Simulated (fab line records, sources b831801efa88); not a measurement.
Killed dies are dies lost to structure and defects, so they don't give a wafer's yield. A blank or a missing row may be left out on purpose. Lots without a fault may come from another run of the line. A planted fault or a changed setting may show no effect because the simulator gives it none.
fab line records | flow sky130
record lots=13 wafers=39 last_day=50
route steps=708 shown VT_ADJUST_HVTR@141 SONOS_ONO@171 GATE_OXIDE@199 POLY_GATE@227 PAD_OPEN@708
lots that met no fault: from a run of the same line without faults
start_h: hours from the record's first day to the start of the lot's first wafer shown | wait_h: hours since the lot's step before | " the same as in the row above | L1.1+2: a row that stands for several wafers | - no value, or no start given | * or withheld: withheld | < > ~ a bound
route shown NAME@n: a module of which the file shows steps, and the number in the route of the first | usual: mean/standard deviation of fault-free wafers | same: alike in all rows | chamber/n: place in a boat | sites: the reading at each site | _std_site: their standard deviation | _edge_site: outer sites' mean less inner sites' | radius_mm: how far each site lies from the wafer's centre | mask NAME#n: copy n | behind: the tool/chamber that last shaped the wafer | hold: why the lot was held/for how many hours/how that ended | device: the transistor (n, p or np) that didn't switch | end of line: the same wafers' tests at the end of the route | a step without rows: its recipe alone | killed: dies lost to structure and defects at the first sort, not the wafer's yield | map: a wafer's dies, x killed, . not, _ none there
set.NAME: the setting as run; set.NAME@STEP: as run at that earlier step | model.NAME: the simulator's own value behind a step, which no gauge read
steps of the route over a sample of lots; a table a step, a row a wafer
services: from which hour (start_h, from the record's first day; less than 0 if before it) a tool's chamber was out of use, for how many hours, and why
## steps
# step SKY_VT_ADJUST_HVTR_STRIP_10
# recipe chemistry=O2/N2 power_w=1400 pressure_mtorr=1500 platen_temp_c=withheld o2_flow_sccm=3000 n2_flow_sccm=300 overash_fraction=0.5
# usual drypump_motor_current_A=6.0/0.34 oes_product_au=0.715/0.0046 strip_time_to_endpoint_s=14.21/0.045
# columns lot.wafer tool chamber start_h wait_h drypump_motor_current_A oes_product_au rf_hours_counter_h strip_time_to_endpoint_s
L415.2 plasma_asher-04 1 202.25 0.1 6.2 0.711 52 14.23
L415.3 " 0 " " 6.2 0.713 - 14.23
L415.5 " 1 " " 6.2 0.712 - 14.20
L417.1 plasma_asher-01 0 216.04 0.1 5.4 0.714 51 14.22
L417.5 " 1 " " 5.9 0.717 - 14.23
L417.6 " 0 " " 5.4 0.717 - 14.23
L418.2 plasma_asher-03 0 225.20 0.1 6.5 0.720 41 14.25
L418.5 " 0 " " 6.5 0.716 - 14.21
L418.6 " 1 " " 5.9 0.714 - 14.25
L419.2 plasma_asher-01 1 235.69 0.1 5.9 0.711 53 14.23
L419.3 " 1 " " 5.9 0.714 - 14.22
L419.4 " 0 " " 5.4 0.712 - 14.22
L420.1 plasma_asher-04 0 240.86 0.1 6.2 0.715 56 14.19
L420.2 " 1 " " 6.2 0.720 56 14.16
L420.6 " 1 " " 6.2 0.713 - 14.14
L421.2 plasma_asher-01 0 244.76 0.1 5.4 0.711 54 14.19
L421.4 " 0 " " 5.4 0.718 - 14.11
L421.6 " 1 " " 5.9 0.717 - 14.14
L423.3 plasma_asher-04 1 258.72 0.1 6.2 0.719 - 14.22
L423.4 " 0 " " 6.3 0.706 - 14.21
L423.5 " 1 " " 6.2 0.711 - 14.26
L426.1 plasma_asher-04 0 285.68 0.1 6.2 0.722 60 14.19
L426.3 " 1 " " 6.2 0.714 - 14.21
L426.6 " 1 " " 6.2 0.720 - 14.28
L427.1 plasma_asher-01 1 294.74 0.1 5.9 0.718 60 14.26
L427.2 " 0 " " 5.4 0.715 60 14.23
L427.6 " 1 " " 5.9 0.707 - 14.24
L435.1 plasma_asher-03 0 353.74 0.1 6.5 0.715 53 14.13
L435.3 " 1 " " 5.9 0.716 - 14.17
L435.6 " 1 " " 5.9 0.723 - 14.19
L436.1 plasma_asher-03 1 358.19 0.1 6.0 0.720 53 14.24
L436.5 " 1 " " 5.9 0.713 - 14.22
L436.6 " 0 " " 6.5 0.723 - 14.15
L437.1 plasma_asher-04 1 367.64 0.1 6.2 0.717 68 14.18
L437.4 " 1 " " 6.2 0.719 - 14.19
L437.5 " 1 " " 6.2 0.725 - 14.18
L438.1 plasma_asher-03 1 371.49 0.1 5.9 0.723 55 14.14
L438.2 " 0 " " 6.5 0.711 55 14.12
L438.5 " 0 " " 6.4 0.719 - 14.11
# step SKY_SONOS_ONO_THK_MEAS_03
# recipe reads=Si3N4_of_SONOS_ONO_CVD_02
# usual SONOS_ONO_CVD_02_THK=10.55/0.13
# columns lot.wafer tool chamber start_h wait_h SONOS_ONO_CVD_02_THK[nm]
L415.2 film_metro-02 - 252.57 0.0 10.57
L415.3 " - " " 10.60
L415.5 " - " " 10.64
L417.1 film_metro-02 - 268.94 0.0 10.62
L417.5 " - " " 10.51
L417.6 " - " " 10.62
L418.2 film_metro-02 - 277.97 0.0 10.55
L418.5 " - " " 10.69
L418.6 " - " " 10.58
L419.2 film_metro-03 - 287.72 0.0 10.55
L419.3 " - " " 10.47
L419.4 " - " " 10.43
L420.1 film_metro-01 - 294.06 0.0 10.61
L420.2 " - " " 10.64
L420.6 " - " " 10.67
L421.2 film_metro-02 - 299.31 0.0 10.66
L421.4 " - " " 10.69
L421.6 " - " " 10.75
L423.3 film_metro-02 - 310.71 0.0 10.70
L423.4 " - " " 10.61
L423.5 " - " " 10.67
L426.1 film_metro-03 - 341.77 0.0 10.45
L426.3 " - " " 10.49
L426.6 " - " " 10.36
L427.1 film_metro-02 - 352.00 0.0 10.69
L427.2 " - " " 10.61
L427.6 " - " " 10.58
L435.1 film_metro-01 - 420.78 0.0 10.65
L435.3 " - " " 10.46
L435.6 " - " " 10.43
L436.1 film_metro-02 - 420.78 0.0 10.52
L436.5 " - " " 10.42
L436.6 " - " " 10.46
L437.1 film_metro-02 - 430.36 0.0 10.34
L437.4 " - " " 10.38
L437.5 " - " " 10.35
L438.1 film_metro-03 - 434.98 0.0 10.58
L438.2 " - " " 10.60
L438.5 " - " " 10.69
# step SKY_GATE_OXIDE_WET_ETCH_12
# recipe chemistry=dHF target_depth_nm=16.8 dry=n2_spin target=SiO2 dilution=100:1 temp_c=25 time_s=336
# usual run_length_s=364/3.7 temp_c=25.00/0.096
# columns lot.wafer tool chamber start_h wait_h run_length_s temp_c
L415.2 wet_bench-02 3 304.89 0.1 370 25.05
L415.3 " 3 " " 370 25.04
L415.5 " 3 " " 370 24.99
L417.1 wet_bench-03 1 323.32 0.1 361 25.06
L417.5 " 1 " " 361 24.98
L417.6 " 1 " " 361 24.99
L418.2 wet_bench-02 2 332.12 0.1 359 25.23
L418.5 " 2 " " 359 25.17
L418.6 " 2 " " 359 25.05
L419.2 wet_bench-01 0 343.07 0.1 368 24.95
L419.3 " 0 " " 368 24.91
L419.4 " 0 " " 368 24.96
L420.1 wet_bench-02 3 350.02 0.1 362 24.90
L420.2 " 3 " " 362 24.89
L420.6 " 3 " " 362 24.77
L421.2 wet_bench-02 3 354.87 0.1 363 25.11
L421.4 " 3 " " 363 24.98
L421.6 " 3 " " 363 25.08
L423.3 wet_bench-02 3 369.62 0.1 363 24.96
L423.4 " 3 " " 363 24.90
L423.5 " 3 " " 363 25.07
L426.1 wet_bench-03 1 404.22 0.1 341 24.93
L426.3 " 1 " " 341 24.97
L426.6 " 1 " " 341 24.86
L427.1 wet_bench-03 2 413.87 0.1 343 25.15
L427.2 " 2 " " 343 25.16
L427.6 " 2 " " 343 25.08
L435.1 wet_bench-02 2 485.87 0.1 367 25.06
L435.3 " 2 " " 367 24.84
L435.6 " 2 " " 367 24.91
L436.1 wet_bench-03 1 486.64 0.1 361 25.15
L436.5 " 1 " " 361 25.18
L436.6 " 1 " " 361 25.07
L437.1 wet_bench-03 1 499.47 0.1 360 24.90
L437.4 " 1 " " 360 24.90
L437.5 " 1 " " 360 24.96
L438.1 wet_bench-01 1 500.37 0.1 361 25.06
L438.2 " 1 " " 361 25.13
L438.5 " 1 " " 361 25.07
# step SKY_POLY_GATE_CD_MEAS_13
# recipe target_cd_nm=150
# usual cd_nm=149.7/1.1
# columns lot.wafer tool chamber start_h wait_h cd_nm
L415.2 cd_sem-02 - 364.85 - 149.5
L415.3 " - " " 150.0
L415.5 " - " " 149.1
L417.1 cd_sem-02 - 384.03 - 151.2
L417.5 " - " " 149.9
L417.6 " - " " 149.8
L418.2 cd_sem-01 - 394.17 - 148.5
L418.5 " - " " 148.8
L418.6 " - " " 147.8
L419.2 cd_sem-01 - 405.40 - 149.6
L419.3 " - " " 151.2
L419.4 " - " " 148.8
L420.1 cd_sem-02 - 413.58 - 151.7
L420.2 " - " " 151.0
L420.6 " - " " 152.2
L421.2 cd_sem-02 - 418.87 - 152.0
L421.4 " - " " 150.8
L421.6 " - " " 150.9
L423.3 cd_sem-02 - 438.72 - 148.6
L423.4 " - " " 148.6
L423.5 " - " " 149.4
L426.1 cd_sem-01 - 470.90 - 148.9
L426.3 " - " " 149.0
L426.6 " - " " 149.4
L427.1 cd_sem-02 - 480.83 - 152.0
L427.2 " - " " 150.2
L427.6 " - " " 150.5
L435.1 cd_sem-02 - 550.63 - 149.2
L435.3 " - " " 148.7
L435.6 " - " " 148.5
L436.1 cd_sem-01 - 581.00 - 149.9
L436.5 " - " " 148.6
L436.6 " - " " 149.4
L437.1 cd_sem-01 - 581.35 - 149.5
L437.4 " - " " 149.2
L437.5 " - " " 150.3
L438.1 cd_sem-02 - 581.43 - 148.8
L438.2 " - " " 150.4
L438.5 " - " " 149.4
# step SKY_PAD_OPEN_PROBE_99
# usual killed_at_M0_to_M3=43/6.8 killed_at_M4_up=3.2/1.7 killed_at_contacts=24/5.6 killed_at_front_end=15/4.7 killed_at_other=0.3/0.59 killed_dies=86/10 killed_open=47/6.8 killed_short=39/6.4
# same gross_dies=492 killed_at_back_side=0
# columns lot.wafer tool chamber start_h wait_h killed_at_M0_to_M3 killed_at_M4_up killed_at_contacts killed_at_front_end killed_at_other killed_dies killed_open killed_short
L426.1 prober-01 - 1144.31 0.1 53 3 15 16 0 87 43 43
L426.3 prober-01 - 1144.41 0.2 58 5 25 18 0 106 55 51
L426.6 prober-01 - 1144.56 0.2 47 5 18 14 0 84 47 37
# killed by level:class
L426.1 VIA1:geometric_particle:open=15 METAL1:geometric_particle:short=8 VIA2:geometric_particle:open=8 METAL2:geometric_particle:short=6 FIELD_ISO:geometric_particle:open=5 LI_CONTACT:geometric_particle:open=4 LOCAL_INTERCONNECT:geometric_particle:short=4 VIA2:geometric_particle:short=4
L426.3 VIA1:geometric_particle:open=13 VIA3:geometric_particle:open=10 CONTACT:geometric_particle:open=9 LI_CONTACT:geometric_particle:open=8 METAL1:geometric_particle:short=8 POLY_GATE:geometric_particle:short=7 VIA1:geometric_particle:short=7 METAL2:geometric_particle:short=7
L426.6 VIA3:geometric_particle:open=9 VIA1:geometric_particle:open=8 METAL2:geometric_particle:short=7 VIA2:geometric_particle:open=7 LI_CONTACT:geometric_particle:open=6 METAL1:geometric_particle:short=6 POLY_GATE:geometric_particle:open=5 CONTACT:geometric_particle:open=5
## services
# columns tool chamber start_h hours kind
wet_bench-02 - 183.78 4.4 pm
plasma_asher-03 - 207.40 0.8 repair
plasma_asher-03 - 242.10 1.5 repair
wet_bench-01 - 247.08 10.1 repair
plasma_asher-04 - 263.98 2.8 pm
plasma_asher-03 - 268.45 12.8 repair
plasma_asher-04 - 269.14 4.6 repair
wet_bench-01 - 350.00 3.6 repair
wet_bench-03 - 368.98 1.9 pm
plasma_asher-04 - 421.32 9.0 pm
plasma_asher-04 0 421.32 9.0 vent_cycle
plasma_asher-04 1 421.32 9.0 vent_cycle
plasma_asher-04 0 430.32 - clean
plasma_asher-04 1 430.32 - clean
plasma_asher-03 - 432.01 1.0 repair
plasma_asher-04 - 441.73 4.0 pm
plasma_asher-01 - 458.54 4.7 repair
## key
first_sign step=SKY_GATE_OXIDE_WET_ETCH_12 reading=run_length_s direction=down sigmas=6 usual=* struck=*
effect none on later readings
met_at SKY_GATE_OXIDE_WET_ETCH_12
struck_lots L426,L427
tester_left_out L426,L427
not_acting_at SKY_VT_ADJUST_HVTR_STRIP_10,SKY_SONOS_ONO_THK_MEAS_03,SKY_POLY_GATE_CD_MEAS_13
onset_between 323.32 404.22
fault kind=process_parameter_drift tool=wet_bench-03 chamber=- onset_h=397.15 steps=SKY_GATE_OXIDE_WET_ETCH_12 channel=time_s offset=* shape=step end_h=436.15 acts_in=* stated=*
# tester_left_out: of these lots the tester's yield and bins aren't shown, on N5 and GAA mostly nor the transistor test; their killed dies are dies lost to structure and defects alone, not to doping, threshold or leakage, so they don't give the yield
